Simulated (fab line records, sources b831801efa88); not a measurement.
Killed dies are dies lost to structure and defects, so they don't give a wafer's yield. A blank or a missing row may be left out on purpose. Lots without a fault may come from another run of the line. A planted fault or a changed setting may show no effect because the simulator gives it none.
Which tool did it? | flow sky130 | 6 lots, 18 wafers sampled, at 1 step of a route of 708

WHAT THE GAUGES READ, wafer by wafer
SKY_FIELD_ISO_THK_MEAS_04.
lot  | measured    | on            | FIELD_ISO_CVD_03_THK (nm)
L401 | day 2 00:34 | film_metro-01 | 166.8 166.8 167.3
L403 | day 2 12:18 | film_metro-04 | 164.4 164.0 163.4
L409 | day 3 16:15 | film_metro-04 | 164.8 165.7 163.6
L415 | day 4 22:29 | film_metro-03 | 166.5 165.3 165.4
L418 | day 5 12:29 | film_metro-03 | 166.2 164.7 165.4
L420 | day 5 23:32 | film_metro-03 | 165.0 166.1 164.3

WHICH TOOL RAN EACH LOT (tool, then ch and the chambers of the sampled wafers, then the start)
The record holds no process step before these readings.

THE ANSWER, worked out from the rows above alone
Rule: what is usual is taken from the lots themselves. Put in order of their means at a reading, lots are off if they are a third of the lots or fewer, leave a main group of 4 or more, and stand apart from it by a gap of 3 or more times the standard deviation of the main group's means; of several such gaps the widest counts. A main group whose means are all the same, to the digits that the tables above print for the reading, isn't used. A lot without any number at a reading at which 4 lots or more have one is off too. The other lots that the step has rows for count as sound.
No lot is off at any reading shown: from this, nothing can be told.

WHAT THE SIMULATOR HAD PUT IN
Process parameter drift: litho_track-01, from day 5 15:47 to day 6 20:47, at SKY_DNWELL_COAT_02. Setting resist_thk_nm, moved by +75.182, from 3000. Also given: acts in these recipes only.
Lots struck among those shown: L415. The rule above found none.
